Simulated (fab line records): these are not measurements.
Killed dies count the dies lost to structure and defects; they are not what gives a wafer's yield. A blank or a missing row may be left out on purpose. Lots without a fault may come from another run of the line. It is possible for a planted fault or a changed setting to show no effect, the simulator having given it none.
Which tool did it? :: flow gf180mcu :: Sampling: 10 lots, 30 wafers, 6 of 602 route steps

WHAT EACH GAUGE READ, for each wafer
GF_SALICIDE_RS_MEAS_04: the measuring method here is four-point-probe. Usual: for SALICIDE_TIN_RS the level is 16.18 ohm/sq and the standard deviation is 0.28.
lot: L776
measured: day 15 09:00
on: film_metro-01
SALICIDE_TIN_RS (ohm/sq): 15.71 15.95 16.26
flag: 

lot: L777
measured: day 15 14:32
on: film_metro-02
SALICIDE_TIN_RS (ohm/sq): 16.39 16.33 16.42
flag: 

lot: L781
measured: day 17 09:56
on: film_metro-01
SALICIDE_TIN_RS (ohm/sq): 16.11 16.45 15.91
flag: 

lot: L782
measured: day 17 14:37
on: film_metro-01
SALICIDE_TIN_RS (ohm/sq): 15.98 15.67 16.44
flag: 

lot: L791
measured: day 20 20:01
on: film_metro-02
SALICIDE_TIN_RS (ohm/sq): 16.17 15.82 15.83
flag: 

lot: L793
measured: day 22 00:07
on: film_metro-01
SALICIDE_TIN_RS (ohm/sq): 16.40 15.96 15.87
flag: 

lot: L795
measured: day 22 15:40
on: film_metro-04
SALICIDE_TIN_RS (ohm/sq): 16.68 16.30 16.52
flag: 

lot: L796
measured: day 22 20:52
on: film_metro-02
SALICIDE_TIN_RS (ohm/sq): 16.31 16.34 16.11
flag: 

lot: L797
measured: day 23 08:38
on: film_metro-01
SALICIDE_TIN_RS (ohm/sq): 16.35 16.27 16.53
flag: 

lot: L798
measured: day 23 12:08
on: film_metro-01
SALICIDE_TIN_RS (ohm/sq): 16.14 16.29 15.86
flag: 

GF_CONTACT_BOW_MEAS_05. Usual: for CONTACT_BOW the level is 64 um and the standard deviation is 6.8.
lot: L776
measured: day 15 10:01
on: film_metro-04
CONTACT_BOW (um): 65 65 79
flag: 

lot: L777
measured: day 15 15:32
on: film_metro-04
CONTACT_BOW (um): 65 56 52
flag: 

lot: L781
measured: day 17 10:56
on: film_metro-01
CONTACT_BOW (um): 70 65 57
flag: 

lot: L782
measured: day 17 15:48
on: film_metro-03
CONTACT_BOW (um): 55 61 57
flag: 

lot: L791
measured: day 20 21:02
on: film_metro-03
CONTACT_BOW (um): 78 64 65
flag: 

lot: L793
measured: day 22 01:07
on: film_metro-04
CONTACT_BOW (um): 77 57 76
flag: 

lot: L795
measured: day 22 16:40
on: film_metro-01
CONTACT_BOW (um): 67 71 80
flag: 

lot: L796
measured: day 22 21:52
on: film_metro-03
CONTACT_BOW (um): 57 63 73
flag: 

lot: L797
measured: day 23 09:38
on: film_metro-04
CONTACT_BOW (um): 65 71 61
flag: 

lot: L798
measured: day 23 13:08
on: film_metro-01
CONTACT_BOW (um): 57 58 74
flag: 

GF_M1_RS_MEAS_05: the measuring method here is four-point-probe. Usual: for M1_ALCU_RS the level is 0.0697 ohm/sq and the standard deviation is 0.00083.
lot: L776
measured: day 16 10:07
on: film_metro-03
M1_ALCU_RS (ohm/sq): 0.0690 0.0697 0.0690
flag: 

lot: L777
measured: day 16 15:20
on: film_metro-01
M1_ALCU_RS (ohm/sq): 0.0709 0.0698 0.0709
flag: 

lot: L781
measured: day 18 11:47
on: film_metro-03
M1_ALCU_RS (ohm/sq): 0.0699 0.0690 0.0709
flag: 

lot: L782
measured: day 18 17:05
on: film_metro-01
M1_ALCU_RS (ohm/sq): 0.0691 0.0708 0.0701
flag: 

lot: L791
measured: day 21 22:21
on: film_metro-02
M1_ALCU_RS (ohm/sq): 0.0691 0.0859 0.0851 0.0691 0.0858 0.0849
flag: OFF

lot: L793
measured: day 23 01:44
on: film_metro-02
M1_ALCU_RS (ohm/sq): 0.0699 0.0694 0.0690
flag: 

lot: L795
measured: day 23 17:17
on: film_metro-02
M1_ALCU_RS (ohm/sq): 0.0692 0.0702 0.0694
flag: 

lot: L796
measured: day 23 22:26
on: film_metro-02
M1_ALCU_RS (ohm/sq): 0.0694 0.0701 0.0703
flag: 

lot: L797
measured: day 24 09:29
on: film_metro-02
M1_ALCU_RS (ohm/sq): 0.0692 0.0705 0.0699
flag: 

lot: L798
measured: day 24 13:15
on: film_metro-01
M1_ALCU_RS (ohm/sq): 0.0703 0.0691 0.0695
flag: 

GF_M1_THK_MEAS_06: measures by xrf. Usual: for M1_ALCU_THK the level is 461 nm and the standard deviation is 6.3.
lot: L776
measured: day 16 10:14
on: film_metro-03
M1_ALCU_THK (nm): 462 460 465
flag: 

lot: L777
measured: day 16 15:28
on: film_metro-01
M1_ALCU_THK (nm): 454 460 450
flag: 

lot: L781
measured: day 18 11:54
on: film_metro-03
M1_ALCU_THK (nm): 459 465 454
flag: 

lot: L782
measured: day 18 17:13
on: film_metro-01
M1_ALCU_THK (nm): 466 455 460
flag: 

lot: L791
measured: day 22 04:26
on: film_metro-02
M1_ALCU_THK (nm): 460 386 390 459 385 389
flag: OFF

lot: L793
measured: day 23 01:52
on: film_metro-02
M1_ALCU_THK (nm): 457 461 464
flag: 

lot: L795
measured: day 23 17:24
on: film_metro-02
M1_ALCU_THK (nm): 459 458 458
flag: 

lot: L796
measured: day 23 22:34
on: film_metro-02
M1_ALCU_THK (nm): 462 459 455
flag: 

lot: L797
measured: day 24 09:36
on: film_metro-02
M1_ALCU_THK (nm): 462 455 458
flag: 

lot: L798
measured: day 24 13:22
on: film_metro-01
M1_ALCU_THK (nm): 459 468 465
flag: 

EACH LOT AND THE TOOL THAT RAN IT (in order: tool; ch and the chambers of the sampled wafers; start)
lot: L776
GF_M1_SPUTTER_02: pvd_sputter-03, day 16 10:00
GF_M1_SPUTTER_04: pvd_sputter-03, day 16 10:03

lot: L777
GF_M1_SPUTTER_02: pvd_sputter-03, day 16 15:15
GF_M1_SPUTTER_04: pvd_sputter-03, day 16 15:18

lot: L781
GF_M1_SPUTTER_02: pvd_sputter-03, day 18 11:41
GF_M1_SPUTTER_04: pvd_sputter-03, day 18 11:44

lot: L782
GF_M1_SPUTTER_02: pvd_sputter-03, day 18 17:00
GF_M1_SPUTTER_04: pvd_sputter-03, day 18 17:03

lot: L791
GF_M1_SPUTTER_02: pvd_sputter-03, day 21 22:16
GF_M1_SPUTTER_04: pvd_sputter-03, day 21 22:19

lot: L793
GF_M1_SPUTTER_02: pvd_sputter-01, day 23 01:39
GF_M1_SPUTTER_04: pvd_sputter-01, day 23 01:42

lot: L795
GF_M1_SPUTTER_02: pvd_sputter-02, day 23 17:11
GF_M1_SPUTTER_04: pvd_sputter-02, day 23 17:14

lot: L796
GF_M1_SPUTTER_02: pvd_sputter-02, day 23 22:21
GF_M1_SPUTTER_04: pvd_sputter-02, day 23 22:24

lot: L797
GF_M1_SPUTTER_02: pvd_sputter-02, day 24 09:23
GF_M1_SPUTTER_04: pvd_sputter-02, day 24 09:26

lot: L798
GF_M1_SPUTTER_02: pvd_sputter-01, day 24 13:08
GF_M1_SPUTTER_04: pvd_sputter-01, day 24 13:11
- GF_M1_SPUTTER_02: material AlCu, target thk 450 nm, time 23.9 s.
- GF_M1_SPUTTER_04: material TiN, target thk 50 nm, time 41.7 s.

WHAT THE TOOLS THEMSELVES READ (means of the sampled wafers that have a number; where no wafer has one, the mark that the record gives instead)
GF_M1_SPUTTER_02. Usual: throttle_valve_pct reads 30.0 % (standard deviation 1.4).
lot: L776
tool: pvd_sputter-03
throttle_valve_pct (%): 30.1
flag: 

lot: L777
tool: pvd_sputter-03
throttle_valve_pct (%): 29.2
flag: 

lot: L781
tool: pvd_sputter-03
throttle_valve_pct (%): 29.2
flag: 

lot: L782
tool: pvd_sputter-03
throttle_valve_pct (%): 30.0
flag: 

lot: L791
tool: pvd_sputter-03
throttle_valve_pct (%): 29.5
flag: 

lot: L793
tool: pvd_sputter-01
throttle_valve_pct (%): 30.0
flag: 

lot: L795
tool: pvd_sputter-02
throttle_valve_pct (%): 30.4
flag: 

lot: L796
tool: pvd_sputter-02
throttle_valve_pct (%): 30.5
flag: 

lot: L797
tool: pvd_sputter-02
throttle_valve_pct (%): 30.3
flag: 

lot: L798
tool: pvd_sputter-01
throttle_valve_pct (%): 29.8
flag: 

GF_M1_SPUTTER_04. Usual: throttle_valve_pct reads 30.0 % (standard deviation 1.3).
lot: L776
tool: pvd_sputter-03
throttle_valve_pct (%): 30.0
flag: 

lot: L777
tool: pvd_sputter-03
throttle_valve_pct (%): 29.2
flag: 

lot: L781
tool: pvd_sputter-03
throttle_valve_pct (%): 29.1
flag: 

lot: L782
tool: pvd_sputter-03
throttle_valve_pct (%): 29.9
flag: 

lot: L791
tool: pvd_sputter-03
throttle_valve_pct (%): 29.4
flag: 

lot: L793
tool: pvd_sputter-01
throttle_valve_pct (%): 29.9
flag: 

lot: L795
tool: pvd_sputter-02
throttle_valve_pct (%): 30.5
flag: 

lot: L796
tool: pvd_sputter-02
throttle_valve_pct (%): 30.4
flag: 

lot: L797
tool: pvd_sputter-02
throttle_valve_pct (%): 30.3
flag: 

lot: L798
tool: pvd_sputter-01
throttle_valve_pct (%): 29.8
flag: 

THE ANSWER, worked out from the rows above alone
Rule: a lot counts as off when the mean over its wafers that have a number is more than 3 standard deviations away from the usual mean. A lot without any number at a reading at which 4 lots or more have one is off too. The other lots that the step has rows for count as sound. Order of review: gauges by route order, followed by the tools' own readings, for which a lot's mean as printed above is used. The first step at which some lot is off is used, and at that step the reading that is off furthest; a lot without a number counts as furthest.
Off: L791, seen at GF_M1_RS_MEAS_05 (M1_ALCU_RS).
A tool fits if, at a process step before that reading, it ran every lot that is off, and no sound lot after the first of them. Those tools and the gauges at GF_M1_RS_MEAS_05 are tried in the same way. One fits: GF_M1_SPUTTER_02 and GF_M1_SPUTTER_04 on pvd_sputter-03. At GF_M1_SPUTTER_02 its last sound lot is L782 (day 18 17:00), its first lot that is off L791 (day 21 22:16): a fault that began between those two fits.

WHAT THE SIMULATOR HAD PUT IN
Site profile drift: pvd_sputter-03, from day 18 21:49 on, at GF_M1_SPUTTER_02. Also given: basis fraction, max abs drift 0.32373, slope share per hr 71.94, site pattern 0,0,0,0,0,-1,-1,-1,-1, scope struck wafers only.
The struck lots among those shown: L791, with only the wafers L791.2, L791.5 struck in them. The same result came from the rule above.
